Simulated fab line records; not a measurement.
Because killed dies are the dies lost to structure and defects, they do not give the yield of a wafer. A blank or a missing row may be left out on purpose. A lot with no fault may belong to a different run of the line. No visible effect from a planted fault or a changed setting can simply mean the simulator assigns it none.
fab line records	flow gf180mcu
[record] lots = 12	wafers = 36	last-day = 35
route steps=602 shown V2@385 V3@431 M4@457
lots with no fault: from the same line, run without faults
start-h: the number of hours between the record's first day and the start of the first shown wafer of the lot	wait-h: how many hours have passed since the lot's step before this one	" unchanged from the row above	L1.1+2: a single row standing in for several wafers	- either no value or no given start	* or withheld: withheld	< > ~ a bound
route shown NAME@n: NAME is a module with steps in the file, n the number in the route of the first one	usual: mean/standard deviation taken from wafers without a fault	same: alike in all rows	chamber/n: place in a boat	sites: the reading at each site	_std_site: the standard deviation of these	_edge_site: outer sites' mean less inner sites'	radius-mm: how far each site lies from the wafer's centre	mask NAME#n: copy n	behind: the most recent tool/chamber to have shaped the wafer	hold: why the lot was held/for how many hours/how that ended	device: whichever transistor did not switch (one of n, p or np)	end of line: tests run on the same wafers once the route is complete	a step without rows: its recipe alone	killed: dies lost to structure and defects at the first sort, not the wafer's yield	map: the dies of a wafer, with x for killed, . for not killed, _ for no die there
set.NAME: the setting as run; set.NAME@STEP: as run at that earlier step	model.NAME: the simulator's own value behind a step, which no gauge read
the route's steps for a sample of lots (tables are steps, rows are wafers)
services: when a tool's chamber went out of use (start-h, in hours from the record's first day, below 0 if earlier), for how many hours, and the reason
[[steps]]
[step GF_V2_THK_MEAS_03]
[recipe] reads = SiO2_of_V2_CVD_02
[usual] V2_CVD_02_THK = 851/12
lot.wafer	tool	chamber	start-h	wait-h	V2_CVD_02_THK[nm]
L229.1	film-metro-04	-	436.73	0.0	845
L229.3	"	-	"	"	838
L229.4	"	-	"	"	845
L233.1	film-metro-02	-	484.81	0.0	822
L233.2	"	-	"	"	837
L233.4	"	-	"	"	848
L235.1	film-metro-01	-	497.55	0.1	840
L235.3	"	-	"	"	849
L235.4	"	-	"	"	851
L243.3	film-metro-02	-	571.51	0.1	850
L243.5	"	-	"	"	876
L243.6	"	-	"	"	857
L244.2	film-metro-01	-	576.99	0.0	830
L244.5	"	-	"	"	861
L244.6	"	-	"	"	853
L245.1	film-metro-02	-	593.23	0.0	845
L245.2	"	-	"	"	861
L245.6	"	-	"	"	873
L246.2	film-metro-04	-	598.13	0.0	846
L246.3	"	-	"	"	852
L246.5	"	-	"	"	844
L249.1	film-metro-02	-	621.48	0.0	848
L249.2	"	-	"	"	851
L249.4	"	-	"	"	856
L248.1	film-metro-02	-	621.81	0.0	840
L248.2	"	-	"	"	847
L248.5	"	-	"	"	851
L250.2	film-metro-02	-	622.62	0.1	835
L250.5	"	-	"	"	842
L250.6	"	-	"	"	854
L251.1	film-metro-02	-	623.59	0.0	858
L251.4	"	-	"	"	875
L251.6	"	-	"	"	872
L252.3	film-metro-01	-	641.78	0.1	832
L252.5	"	-	"	"	855
L252.6	"	-	"	"	846
[step GF_V3_CVD_02]
[recipe] material = SiO2	target-thk-nm = 850	precursor = TEOS	temp-c = 400	time-s = 94.851	rf-w = 600
[usual] heater-power-w = 613/110	rf-fwd-power-W = 596.3/2
lot.wafer	tool	chamber	start-h	wait-h	heater-power-w	rf-fwd-power-W
L229.1	pecvd-02	2	487.55	0.1	666	596.5
L229.3	"	1	"	"	679	595.4
L229.4	"	1	"	"	708	594.7
L233.1	pecvd-03	2	534.89	0.1	667	597.9
L233.2	"	0	"	"	697	594.8
L233.4	"	2	"	"	740	597.0
L235.1	pecvd-01	2	547.24	0.1	536	593.4
L235.3	"	0	"	"	480	693.7
L235.4	"	2	"	"	586	593.8
L243.3	pecvd-03	2	617.10	0.0	748	599.7
L243.5	"	2	"	"	780	597.8
L243.6	"	1	"	"	801	596.6
L244.2	pecvd-01	0	624.94	0.0	504	597.0
L244.5	"	2	"	"	541	592.0
L244.6	"	0	"	"	545	595.2
L245.1	pecvd-02	2	637.72	0.1	623	595.0
L245.2	"	0	"	"	562	596.3
L245.6	"	0	"	"	585	600.5
L246.2	pecvd-01	2	642.93	0.0	582	595.6
L246.3	"	0	"	"	536	596.7
L246.5	"	0	"	"	553	597.7
L249.1	pecvd-01	1	665.46	0.1	562	599.9
L249.2	"	2	"	"	583	594.8
L249.4	"	0	"	"	433	598.4
L250.2	pecvd-02	1	665.89	0.0	608	597.2
L250.5	"	1	"	"	647	598.8
L250.6	"	0	"	"	568	596.4
L248.1	pecvd-03	0	666.10	0.1	829	594.7
L248.2	"	1	"	"	873	595.2
L248.5	"	2	"	"	693	598.7
L251.1	pecvd-02	1	666.70	0.1	597	597.3
L251.4	"	2	"	"	634	595.8
L251.6	"	0	"	"	588	597.7
L252.3	pecvd-01	2	683.98	0.0	610	594.4
L252.5	"	0	"	"	426	598.2
L252.6	"	2	"	"	483	594.8
[step GF_V3_THK_MEAS_03]
[recipe] reads = SiO2_of_V3_CVD_02
[usual] V3_CVD_02_THK = 853/10
lot.wafer	tool	chamber	start-h	wait-h	V3_CVD_02_THK[nm]
L229.1	film-metro-03	-	487.62	0.0	831
L229.3	"	-	"	"	841
L229.4	"	-	"	"	859
L233.1	film-metro-03	-	534.96	0.0	857
L233.2	"	-	"	"	845
L233.4	"	-	"	"	864
L235.1	film-metro-03	-	547.31	0.0	840
L235.3	"	-	"	"	887
L235.4	"	-	"	"	854
L243.3	film-metro-03	-	617.19	0.1	849
L243.5	"	-	"	"	860
L243.6	"	-	"	"	865
L244.2	film-metro-03	-	625.06	0.1	870
L244.5	"	-	"	"	863
L244.6	"	-	"	"	880
L245.1	film-metro-04	-	637.79	0.0	841
L245.2	"	-	"	"	846
L245.6	"	-	"	"	854
L246.2	film-metro-03	-	643.01	0.0	854
L246.3	"	-	"	"	851
L246.5	"	-	"	"	862
L249.1	film-metro-01	-	665.53	0.0	857
L249.2	"	-	"	"	848
L249.4	"	-	"	"	862
L250.2	film-metro-04	-	665.97	0.0	836
L250.5	"	-	"	"	852
L250.6	"	-	"	"	858
L248.1	film-metro-04	-	666.17	0.0	852
L248.2	"	-	"	"	842
L248.5	"	-	"	"	865
L251.1	film-metro-01	-	666.77	0.0	852
L251.4	"	-	"	"	847
L251.6	"	-	"	"	863
L252.3	film-metro-04	-	684.07	0.1	841
L252.5	"	-	"	"	854
L252.6	"	-	"	"	848
[step GF_V3_CMP_04]
[recipe] material = SiO2	down-force-psi = 4	platen-rpm = 60	pad-velocity-m-s = 0.94248
[usual] head-pressure-psi = 4.001/0.0081	motor-current-A = 11.5/1.7	slurry-flow-ml-min = 150.0/0.47	time-to-endpoint-s = 83/4.7
lot.wafer	tool	chamber	start-h	wait-h	head-pressure-psi	motor-current-A	slurry-flow-ml-min	time-to-endpoint-s
L229.3	cmp-01	2	487.68	0.0	4.007	11.6	149.9	73
L229.4	"	0	"	"	4.009	12.2	149.5	88
L229.1	"	1	"	"	3.996	13.5	150.5	74
L233.4	cmp-02	2	535.02	0.0	4.006	12.6	149.8	89
L233.1	"	0	"	"	3.996	8.6	150.7	84
L233.2	"	1	"	"	4.015	12.6	149.6	78
L235.1	cmp-02	3	547.42	0.1	4.019	10.7	149.9	77
L235.3	"	0	"	"	3.985	7.8	150.8	100
L235.4	"	1	"	"	4.002	12.6	150.7	83
L243.3	cmp-02	2	617.52	0.3	3.989	13.5	149.9	80
L243.5	"	2	"	"	4.009	12.6	149.3	85
L243.6	"	3	"	"	3.984	11.0	150.6	85
L244.2	cmp-02	2	625.11	0.0	4.009	12.1	150.7	89
L244.5	"	2	"	"	4.001	13.4	150.6	87
L244.6	"	3	"	"	4.005	10.1	148.9	93
L245.2	cmp-02	0	637.85	0.0	3.999	7.8	149.3	83
L245.1	"	3	"	"	4.003	10.5	149.9	74
L245.6	"	1	"	"	3.996	12.5	150.0	81
L246.2	cmp-02	0	643.06	0.0	4.011	7.9	149.2	86
L246.3	"	2	"	"	3.983	13.3	149.7	87
L246.5	"	1	"	"	4.004	12.3	149.9	83
L249.1	cmp-02	3	665.59	0.1	3.999	10.3	150.2	85
L249.4	"	0	"	"	4.004	8.0	149.8	90
L249.2	"	1	"	"	3.991	12.7	149.5	76
L250.2	cmp-01	1	666.02	0.0	3.986	13.0	150.4	79
L250.6	"	1	"	"	3.997	12.7	150.4	87
L250.5	"	2	"	"	4.002	12.2	149.6	84
L248.1	cmp-02	3	666.23	0.1	4.004	10.1	149.6	84
L248.2	"	0	"	"	4.019	7.8	150.4	83
L248.5	"	0	"	"	4.007	8.2	150.5	95
L251.1	cmp-02	2	666.83	0.1	3.999	12.4	151.0	82
L251.4	"	0	"	"	4.005	8.0	149.8	85
L251.6	"	3	"	"	4.002	10.1	150.2	85
L252.3	cmp-02	2	684.45	0.4	3.993	12.7	150.4	84
L252.6	"	2	"	"	3.997	12.7	149.4	85
L252.5	"	3	"	"	4.008	10.8	150.5	87
[step GF_V3_OVL_MEAS_15]
[usual] V3_OVL = 3/5.6
lot.wafer	tool	chamber	start-h	wait-h	V3_OVL[nm]
L229.1	overlay-01	-	511.73	0.1	3
L229.3	"	-	"	"	-1
L229.4	"	-	"	"	0
L233.1	overlay-02	-	558.06	0.1	9
L233.2	"	-	"	"	3
L233.4	"	-	"	"	1
L235.1	overlay-01	-	571.63	0.1	6
L235.3	"	-	"	"	11
L235.4	"	-	"	"	7
L243.3	overlay-01	-	637.92	0.1	19
L243.5	"	-	"	"	15
L243.6	"	-	"	"	8
L244.2	overlay-02	-	646.05	0.1	-1
L244.5	"	-	"	"	-3
L244.6	"	-	"	"	0
L245.1	overlay-01	-	658.38	0.1	4
L245.2	"	-	"	"	8
L245.6	"	-	"	"	7
L246.2	overlay-02	-	663.38	0.1	7
L246.3	"	-	"	"	4
L246.5	"	-	"	"	5
L249.1	overlay-01	-	684.98	0.1	-1
L249.2	"	-	"	"	-7
L249.4	"	-	"	"	-4
L250.2	overlay-01	-	685.11	0.1	1
L250.5	"	-	"	"	0
L250.6	"	-	"	"	-5
L248.1	overlay-01	-	685.68	0.1	2
L248.2	"	-	"	"	-8
L248.5	"	-	"	"	2
L251.1	overlay-02	-	686.51	0.1	-1
L251.4	"	-	"	"	4
L251.6	"	-	"	"	-1
L252.3	overlay-01	-	704.32	0.1	4
L252.5	"	-	"	"	10
L252.6	"	-	"	"	7
[step GF_M4_SPUTTER_01]
[recipe] material = TiN	target-thk-nm = 30	power-w = 6500	time-s = 25	chamber-pressure-pa = 0.4
[usual] throttle-valve-pct = 29.7/0.8
lot.wafer	tool	chamber	start-h	wait-h	throttle-valve-pct
L229.1	pvd-sputter-02	-	513.25	0.1	30.6
L229.3	"	-	"	"	29.6
L229.4	"	-	"	"	30.0
L233.1	pvd-sputter-04	-	559.65	0.1	31.0
L233.2	"	-	"	"	28.8
L233.4	"	-	"	"	29.3
L235.1	pvd-sputter-01	-	576.64	0.1	29.4
L235.3	"	-	"	"	31.0
L235.4	"	-	"	"	29.2
L243.3	pvd-sputter-04	-	639.40	0.1	31.0
L243.5	"	-	"	"	29.3
L243.6	"	-	"	"	29.1
L244.2	pvd-sputter-02	-	647.55	0.1	28.9
L244.5	"	-	"	"	28.8
L244.6	"	-	"	"	30.2
L245.1	pvd-sputter-02	-	659.98	0.1	30.4
L245.2	"	-	"	"	28.7
L245.6	"	-	"	"	30.4
L246.2	pvd-sputter-01	-	665.02	0.1	29.1
L246.3	"	-	"	"	29.5
L246.5	"	-	"	"	29.2
L249.1	pvd-sputter-02	-	686.59	0.1	30.0
L249.2	"	-	"	"	30.3
L249.4	"	-	"	"	30.5
L250.2	pvd-sputter-01	-	686.89	0.1	29.3
L250.5	"	-	"	"	30.5
L250.6	"	-	"	"	29.2
L248.1	pvd-sputter-02	-	687.32	0.1	30.2
L248.2	"	-	"	"	30.4
L248.5	"	-	"	"	28.9
L251.1	pvd-sputter-01	-	688.01	0.1	29.1
L251.4	"	-	"	"	29.3
L251.6	"	-	"	"	29.0
L252.3	pvd-sputter-02	-	705.80	0.1	28.5
L252.5	"	-	"	"	30.4
L252.6	"	-	"	"	30.5
[[services]]
tool	chamber	start-h	hours	kind
cmp-02	-	487.67	3.4	pm
pecvd-01	2	492.61	26.9	repair
pecvd-03	0	496.79	22.2	repair
cmp-02	-	513.54	16.3	pm
pecvd-02	-	515.06	6.0	pm
pvd-sputter-01	-	523.61	0.9	repair
pecvd-03	0	535.58	4.8	repair
pecvd-03	-	539.66	5.3	repair
pvd-sputter-01	-	546.80	2.7	repair
cmp-02	-	555.39	6.4	pm
pecvd-01	2	561.50	7.7	repair
pvd-sputter-02	-	563.62	1.8	repair
cmp-02	-	572.24	4.0	pm
pvd-sputter-01	-	580.93	3.8	repair
pecvd-01	2	590.40	2.3	repair
pecvd-03	-	591.12	14.0	pm
pecvd-02	-	597.32	0.8	repair
pecvd-02	1	609.24	8.9	repair
pecvd-01	1	618.66	13.7	repair
cmp-02	-	631.04	0.4	repair
pecvd-01	2	646.37	18.8	repair
pecvd-02	-	680.19	14.6	pm
cmp-02	-	688.52	0.8	repair
pecvd-02	2	702.48	19.5	repair
[[key]]
[first-sign] step = GF_V3_CVD_02	reading = rf-fwd-power-W	direction = up	sigmas = 48	usual = 596.3	struck = 693.7
[effect] step = GF_V3_THK_MEAS_03	reading = V3_CVD_02_THK	direction = up	sigmas = 3.3	usual = 853	struck = 887
[effect] step = GF_V3_CMP_04	reading = time-to-endpoint-s	direction = up	sigmas = 3.5	usual = *	struck = *
met-at GF_V3_CVD_02
struck-lots L235
struck-wafers L235.3
not-acting-at GF_V2_THK_MEAS_03,GF_V3_OVL_MEAS_15,GF_M4_SPUTTER_01
[fault] kind = process-parameter-drift	tool = pecvd-01	chamber = 0	onset-h = 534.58	steps = GF_V3_CVD_02	channel = rf-w	offset = 96	shape = step	end-h = 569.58	acts-in = these-recipes-only	stated = 600
